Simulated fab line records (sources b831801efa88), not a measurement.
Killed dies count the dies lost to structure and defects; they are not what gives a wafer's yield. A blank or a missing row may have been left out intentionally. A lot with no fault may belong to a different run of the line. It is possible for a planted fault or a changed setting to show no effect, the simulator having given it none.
What tool caused it?    flow gf180mcu    Sampling: 11 lots, 33 wafers, 3 of 602 route steps

== WHAT THE GAUGES READ, wafer by wafer ==
GF_M2_CD_MEAS_14: target cd 280 nm. Usual: cdNm at 279.9 nm, with a standard deviation of 1.2.
lot   measured      on        cdNm (nm)          flag
L230  day 19 10:37  cdSem-02  280.4 279.9 281.6  
L231  day 20 10:42  cdSem-01  280.2 279.8 279.7  
L233  day 21 01:31  cdSem-01  278.4 278.3 279.1  
L232  day 21 06:07  cdSem-02  279.7 281.0 279.6  
L234  day 21 13:51  cdSem-02  279.4 278.9 280.1  
L235  day 21 18:46  cdSem-02  280.1 281.0 281.3  
L236  day 22 08:54  cdSem-02  280.9 280.9 280.7  
L238  day 23 06:14  cdSem-01  280.2 280.8 280.3  
L242  day 24 07:30  cdSem-01  277.8 279.0 278.3  
L244  day 24 17:58  cdSem-02  229.7 224.5 249.1  OFF
L245  day 25 04:12  cdSem-01  221.2 260.6 268.7  OFF

== TOOL THAT RAN EACH LOT (tool first, then ch and the chambers of the sampled wafers, then the start) ==
lot   GF_M1_SPUTTER_00             GF_M2_EXPOSE_11
L230  pvdSputter-01, day 16 08:40  krfScanner-02 ch 0, day 18 22:47
L231  pvdSputter-01, day 17 06:41  krfScanner-01 ch 0, day 19 22:50
L233  pvdSputter-03, day 17 21:27  krfScanner-02 ch 0, day 20 12:47
L232  pvdSputter-01, day 18 01:59  krfScanner-02 ch 0, day 20 18:26
L234  pvdSputter-03, day 18 08:43  krfScanner-01 ch 0, day 21 02:26
L235  pvdSputter-03, day 18 14:11  krfScanner-01 ch 0, day 21 06:43
L236  pvdSputter-03, day 19 04:19  krfScanner-02 ch 0, day 21 21:05
L238  pvdSputter-02, day 20 03:19  krfScanner-01 ch 0, day 22 18:37
L242  pvdSputter-01, day 21 05:42  krfScanner-02 ch 0, day 23 19:37
L244  pvdSputter-01, day 21 18:32  krfScanner-01 ch 0, day 24 07:35
L245  pvdSputter-02, day 22 04:53  krfScanner-01 ch 0, day 24 17:08
- GF_M1_SPUTTER_00: material Ti, target thk 37.5 nm, time 150 s.
- GF_M2_EXPOSE_11: exposes mask Metal2, target cd 280 nm.

== AS READ BY THE TOOLS THEMSELVES (means over the sampled wafers that have a number; for cases with no such wafer, the mark the record gives instead) ==
GF_M1_SPUTTER_00. Usual: chamberPressurePa 2.000 Pa, standard deviation 0.0038; throttleValvePct 30.1 %, standard deviation 1.3.
lot   tool           chamberPressurePa (Pa)  throttleValvePct (%)  flag
L230  pvdSputter-01  1.998                   29.8                  
L231  pvdSputter-01  2.002                   29.3                  
L233  pvdSputter-03  2.003                   31.1                  
L232  pvdSputter-01  2.000                   29.4                  
L234  pvdSputter-03  2.001                   29.6                  
L235  pvdSputter-03  1.998                   31.1                  
L236  pvdSputter-03  1.998                   31.2                  
L238  pvdSputter-02  1.997                   30.0                  
L242  pvdSputter-01  2.000                   29.2                  
L244  pvdSputter-01  1.998                   30.0                  
L245  pvdSputter-02  1.999                   30.0                  

GF_M2_EXPOSE_11. Usual: focusOffsetNm at 0.1 nm, with a standard deviation of 0.59.
lot   tool           focusOffsetNm (nm)  flag
L230  krfScanner-02  0.5                 
L231  krfScanner-01  0.7                 
L233  krfScanner-02  0.2                 
L232  krfScanner-02  0.4                 
L234  krfScanner-01  0.1                 
L235  krfScanner-01  0.4                 
L236  krfScanner-02  0.2                 
L238  krfScanner-01  -0.6                
L242  krfScanner-02  0.3                 
L244  krfScanner-01  0.2                 
L245  krfScanner-01  0.3                 

== THE ANSWER, worked out from the rows above alone ==
Rule: a lot is off if the mean of its wafers that have a number lies more than 3 standard deviations from the usual mean. Also off: a lot with no number at a reading for which 4 or more lots have one. The other lots that the step has rows for count as sound. First the gauges in route order, then the tools' own readings, where a lot's mean is used as printed above. The first step at which some lot is off is used, and at that step the reading that is off furthest; a lot without a number counts as furthest.
Off, at GF_M2_CD_MEAS_14 on cdNm: L244, L245.
A tool fits if, at a process step before that reading, it ran every lot that is off, and no sound lot after the first of them. Those tools and the gauges at GF_M2_CD_MEAS_14 are tried in the same way. One fits: GF_M2_EXPOSE_11 on krfScanner-01. Its last sound lot is L238 (day 22 18:37), its first lot that is off L244 (day 24 07:35): a fault that began between those two fits.

== WHAT THE SIMULATOR PUT IN ==
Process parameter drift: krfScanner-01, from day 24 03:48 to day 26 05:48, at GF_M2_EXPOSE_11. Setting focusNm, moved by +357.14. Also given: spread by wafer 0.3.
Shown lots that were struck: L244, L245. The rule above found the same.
